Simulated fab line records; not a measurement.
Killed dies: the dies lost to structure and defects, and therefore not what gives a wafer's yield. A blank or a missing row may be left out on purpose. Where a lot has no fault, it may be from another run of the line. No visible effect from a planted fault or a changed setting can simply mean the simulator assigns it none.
Problem report, 8D (eight disciplines) form, completed by code ; flow gf180mcu ; the parts of the form that need people (team, actions taken, sign-off) are left out

1. PROBLEM STATEMENT
GF_V3_CVD_02, rf_fwd_power_W: mean 693.7 W over 1 wafer from 1 lot; wafers with no fault: 596.3 W, standard deviation 2. Measured from the usual mean, that is +49 standard deviations.
The step: deposits SiO2 from TEOS, target thk 850 nm, time 94.851 s.
The first sign was on wafer L235.3 at day 23 19:14, on pecvd-01. At this step, 36 wafers from 12 lots have a number in the record. Rule for "out" (also "out of limits"): further than 4 standard deviations from the usual mean. The rest of the wafers with a number are treated as sound.

2. WHAT THIS IS AND IS NOT
question;is;is not
which readings at this step;rf_fwd_power_W;heater_power_w
which lots;L235;L229, L233, L243, L244, L245, L246, L248, L249, L250, L251, L252
which wafers of those lots;L235.3;L235.1, L235.4
read on which tools;pecvd-01;pecvd-02, pecvd-03
when;from day 23 19:14;"up to then (8 sound wafers); but 27 sound wafers of L243, L244, L245, L246, L248, L249, L250, L251, L252 came after"

3. THE SUSPECTS, EACH WITH WHAT RULES IT OUT
Counting: if a tool at a process step up to the reading ran every lot that is out, it stays a suspect. Sound lots after the first of them don't rule it out here, since some wafers of a struck lot are sound.
- pecvd-01 at GF_V3_CVD_02 (deposits SiO2 from TEOS, target thk 850 nm, time 94.851 s): kept. It ran the lot that is out, L235 (day 23 19:14). Its own readings are out on those wafers: rf_fwd_power_W.
- Within pecvd-01 at GF_V3_CVD_02, the wafers that are out were processed in chamber 0 and their sound lot-mates in chamber 2.
The count leaves pecvd-01 at GF_V3_CVD_02.

4. THE CAUSE (what the simulator had put in)
pecvd-01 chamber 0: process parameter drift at GF_V3_CVD_02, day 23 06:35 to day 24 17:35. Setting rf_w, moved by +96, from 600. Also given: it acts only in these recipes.
The count eliminated every tool but this one.

5. THE EFFECT CHAIN, in route order
One row per reading whose mean, taken over the struck wafers that have a number, lies over 3 standard deviations from the usual. Readings are gone through only where the record gives a usual standard deviation; hours: the median, over the lots, of the time from a lot's start at the first step in this table giving one to that lot's start at this step; sigmas: the change measured in usual standard deviations.
hours;step;reading;usual;on struck wafers;change;sigmas
0;GF_V3_CVD_02;rf_fwd_power_W;596.3 W;693.7;+97.4;+49
0;GF_V3_THK_MEAS_03;V3_CVD_02_THK;853 nm;887;+34;+3.4
0;GF_V3_CMP_04;time_to_endpoint_s;83 s;100;+17;+3.6
Process steps it contains:
- GF_V3_CVD_02: deposits SiO2 from TEOS, target thk 850 nm, time 94.851 s.
- GF_V3_CMP_04: polishes SiO2.
At these later measuring or inspecting steps, every struck wafer for which the step has a row has a number for every such reading, and none has moved that far: GF_V3_OVL_MEAS_15.

6. HOW IT WOULD HAVE BEEN CAUGHT EARLIER
The fault began at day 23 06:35; the first out-of-limits reading in this record came at day 23 19:14, 13 hours later.
